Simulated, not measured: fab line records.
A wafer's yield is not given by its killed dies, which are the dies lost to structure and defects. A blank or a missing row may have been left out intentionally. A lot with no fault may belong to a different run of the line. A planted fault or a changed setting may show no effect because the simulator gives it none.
Which of the tools did it? :: flow gf180mcu :: 11 lots with 33 wafers sampled at 5 steps, on a route of 602 steps

## WHAT THE GAUGES READ, wafer by wafer
GF_CONTACT_RS_MEAS_25: measurement is done with a four-point probe.
lot: L191
measured: day 16 09:59
on: film metro-01
CONTACT_W_RS (ohm/sq): 0.383 0.384 0.383

lot: L193
measured: day 17 04:44
on: film metro-02
CONTACT_W_RS (ohm/sq): 0.383 0.385 0.385

lot: L196
measured: day 17 20:13
on: film metro-02
CONTACT_W_RS (ohm/sq): 0.376 0.375 0.374

lot: L201
measured: day 19 22:16
on: film metro-01
CONTACT_W_RS (ohm/sq): 0.372 0.378 0.376

lot: L203
measured: day 20 18:21
on: film metro-01
CONTACT_W_RS (ohm/sq): 0.375 0.371 0.374

lot: L204
measured: day 21 07:40
on: film metro-03
CONTACT_W_RS (ohm/sq): 0.386 0.389 0.384

lot: L206
measured: day 21 17:54
on: film metro-01
CONTACT_W_RS (ohm/sq): 0.384 0.386 0.383

lot: L208
measured: day 22 12:23
on: film metro-02
CONTACT_W_RS (ohm/sq): 0.382 0.385 0.383

lot: L212
measured: day 23 12:39
on: film metro-01
CONTACT_W_RS (ohm/sq): 0.386 0.386 0.388

lot: L213
measured: day 23 23:08
on: film metro-02
CONTACT_W_RS (ohm/sq): 0.380 0.377 0.380

lot: L214
measured: day 24 04:43
on: film metro-02
CONTACT_W_RS (ohm/sq): 0.383 0.387 0.387

GF_V1_RS_MEAS_24: measurement is done with a four-point probe.
lot: L191
measured: day 18 10:05
on: film metro-04
V1_W_RS (ohm/sq): 0.331 0.322 0.331

lot: L193
measured: day 19 07:16
on: film metro-01
V1_W_RS (ohm/sq): 0.327 0.327 0.331

lot: L196
measured: day 19 23:37
on: film metro-01
V1_W_RS (ohm/sq): 0.333 0.332 0.325

lot: L201
measured: day 22 01:11
on: film metro-01
V1_W_RS (ohm/sq): 0.377 0.375 0.378

lot: L203
measured: day 22 21:12
on: film metro-02
V1_W_RS (ohm/sq): 0.380 0.384 0.381

lot: L204
measured: day 23 09:08
on: film metro-04
V1_W_RS (ohm/sq): 0.384 0.380 0.379

lot: L206
measured: day 23 19:46
on: film metro-04
V1_W_RS (ohm/sq): 0.333 0.321 0.320

lot: L208
measured: day 24 12:19
on: film metro-04
V1_W_RS (ohm/sq): 0.326 0.330 0.327

lot: L212
measured: day 25 12:06
on: film metro-04
V1_W_RS (ohm/sq): 0.325 0.325 0.328

lot: L213
measured: day 25 21:55
on: film metro-04
V1_W_RS (ohm/sq): 0.328 0.328 0.330

lot: L214
measured: day 26 02:53
on: film metro-02
V1_W_RS (ohm/sq): 0.325 0.329 0.324

GF_V1_THK_MEAS_25: measures by xrf.
lot: L191
measured: day 18 10:11
on: film metro-04
V1_W_THK (nm): 352 362 349

lot: L193
measured: day 19 07:23
on: film metro-01
V1_W_THK (nm): 355 352 350

lot: L196
measured: day 19 23:43
on: film metro-01
V1_W_THK (nm): 347 348 356

lot: L201
measured: day 22 01:19
on: film metro-01
V1_W_THK (nm): 299 302 299

lot: L203
measured: day 22 21:19
on: film metro-02
V1_W_THK (nm): 304 301 302

lot: L204
measured: day 23 09:14
on: film metro-04
V1_W_THK (nm): 299 303 302

lot: L206
measured: day 23 19:52
on: film metro-04
V1_W_THK (nm): 345 356 358

lot: L208
measured: day 24 12:26
on: film metro-04
V1_W_THK (nm): 359 353 358

lot: L212
measured: day 25 12:13
on: film metro-04
V1_W_THK (nm): 353 353 348

lot: L213
measured: day 25 22:01
on: film metro-04
V1_W_THK (nm): 350 349 346

lot: L214
measured: day 26 02:59
on: film metro-02
V1_W_THK (nm): 350 349 352

## WHAT TOOL EACH LOT RAN ON (gives the tool, then ch and the chambers of the sampled wafers, and finally the start)
lot: L191
GF_V1_SPUTTER_21: pvd sputter-01, day 18 09:50
GF_V1_CVD_23: cvd w-02 ch 0,1, day 18 09:59

lot: L193
GF_V1_SPUTTER_21: pvd sputter-04, day 19 07:02
GF_V1_CVD_23: cvd w-01 ch 0,1, day 19 07:08

lot: L196
GF_V1_SPUTTER_21: pvd sputter-01, day 19 23:19
GF_V1_CVD_23: cvd w-02 ch 0,1, day 19 23:27

lot: L201
GF_V1_SPUTTER_21: pvd sputter-01, day 22 00:59
GF_V1_CVD_23: cvd w-01 ch 0,1, day 22 01:05

lot: L203
GF_V1_SPUTTER_21: pvd sputter-03, day 22 20:59
GF_V1_CVD_23: cvd w-01 ch 0,1, day 22 21:05

lot: L204
GF_V1_SPUTTER_21: pvd sputter-03, day 23 08:53
GF_V1_CVD_23: cvd w-01 ch 0,1, day 23 08:59

lot: L206
GF_V1_SPUTTER_21: pvd sputter-03, day 23 19:32
GF_V1_CVD_23: cvd w-02 ch 0,1, day 23 19:38

lot: L208
GF_V1_SPUTTER_21: pvd sputter-01, day 24 12:06
GF_V1_CVD_23: cvd w-02 ch 0,1, day 24 12:12

lot: L212
GF_V1_SPUTTER_21: pvd sputter-04, day 25 11:52
GF_V1_CVD_23: cvd w-01 ch 0, day 25 11:58

lot: L213
GF_V1_SPUTTER_21: pvd sputter-01, day 25 21:41
GF_V1_CVD_23: cvd w-01 ch 0,1, day 25 21:47

lot: L214
GF_V1_SPUTTER_21: pvd sputter-03, day 26 02:38
GF_V1_CVD_23: cvd w-02 ch 0,1, day 26 02:47
- GF_V1_SPUTTER_21: material Ti, target thk 15 nm, time 80.02 s.
- GF_V1_CVD_23: deposits W, target thk 350 nm, time 105.05 s.

## WHAT THE TOOLS THEMSELVES READ (means of the sampled wafers that have a number; where no wafer has one, the mark that the record gives instead)
GF_V1_SPUTTER_21.
lot: L191
tool: pvd sputter-01
chamber pressure pa (Pa): 4.999
throttle valve pct (%): 30.1

lot: L193
tool: pvd sputter-04
chamber pressure pa (Pa): 4.993
throttle valve pct (%): 31.3

lot: L196
tool: pvd sputter-01
chamber pressure pa (Pa): 4.999
throttle valve pct (%): 29.3

lot: L201
tool: pvd sputter-01
chamber pressure pa (Pa): 4.992
throttle valve pct (%): 30.8

lot: L203
tool: pvd sputter-03
chamber pressure pa (Pa): 5.013
throttle valve pct (%): 30.1

lot: L204
tool: pvd sputter-03
chamber pressure pa (Pa): 4.997
throttle valve pct (%): 30.8

lot: L206
tool: pvd sputter-03
chamber pressure pa (Pa): 5.004
throttle valve pct (%): 30.8

lot: L208
tool: pvd sputter-01
chamber pressure pa (Pa): 5.002
throttle valve pct (%): 29.2

lot: L212
tool: pvd sputter-04
chamber pressure pa (Pa): 4.994
throttle valve pct (%): 29.6

lot: L213
tool: pvd sputter-01
chamber pressure pa (Pa): 5.002
throttle valve pct (%): 30.1

lot: L214
tool: pvd sputter-03
chamber pressure pa (Pa): 4.998
throttle valve pct (%): 29.4

GF_V1_CVD_23.
lot: L191
tool: cvd w-02
heater power w (W): 730

lot: L193
tool: cvd w-01
heater power w (W): 856

lot: L196
tool: cvd w-02
heater power w (W): 730

lot: L201
tool: cvd w-01
heater power w (W): 793

lot: L203
tool: cvd w-01
heater power w (W): 792

lot: L204
tool: cvd w-01
heater power w (W): 792

lot: L206
tool: cvd w-02
heater power w (W): 823

lot: L208
tool: cvd w-02
heater power w (W): 734

lot: L212
tool: cvd w-01
heater power w (W): 720

lot: L213
tool: cvd w-01
heater power w (W): 862

lot: L214
tool: cvd w-02
heater power w (W): 820

## THE ANSWER, worked out from the rows above alone
Rule: what is usual is taken from the lots themselves. The widest of any qualifying gaps counts: lots, ordered by their means at a reading, are off when they make up no more than a third of the lots, leave a main group of 4 or more, and stand apart from it by 3 or more times the standard deviation of that group's means. A main group is skipped when, at the precision printed for the reading in the tables above, its means are all equal. A lot without any number at a reading at which 4 lots or more have one is off too. Any other lot the step has rows for is counted as sound. First the gauges in route order, then the tools' own readings, where a lot's mean is used as printed above. The first step at which some lot is off is used, and at that step the reading that is off furthest; a lot without a number counts as furthest.
Off: L201, L203, L204, at GF_V1_RS_MEAS_24 (V1_W_RS). For the main group the mean is 0.327 ohm/sq and the standard deviation 0.0016.
If a tool, at a process step before that reading, ran all the lots that are off and no sound lot after the first of them, it fits. Those tools and the gauges at GF_V1_RS_MEAS_24 are tried in the same way. No candidate that was tried fits.

## WHAT THE SIMULATOR HAD INSERTED
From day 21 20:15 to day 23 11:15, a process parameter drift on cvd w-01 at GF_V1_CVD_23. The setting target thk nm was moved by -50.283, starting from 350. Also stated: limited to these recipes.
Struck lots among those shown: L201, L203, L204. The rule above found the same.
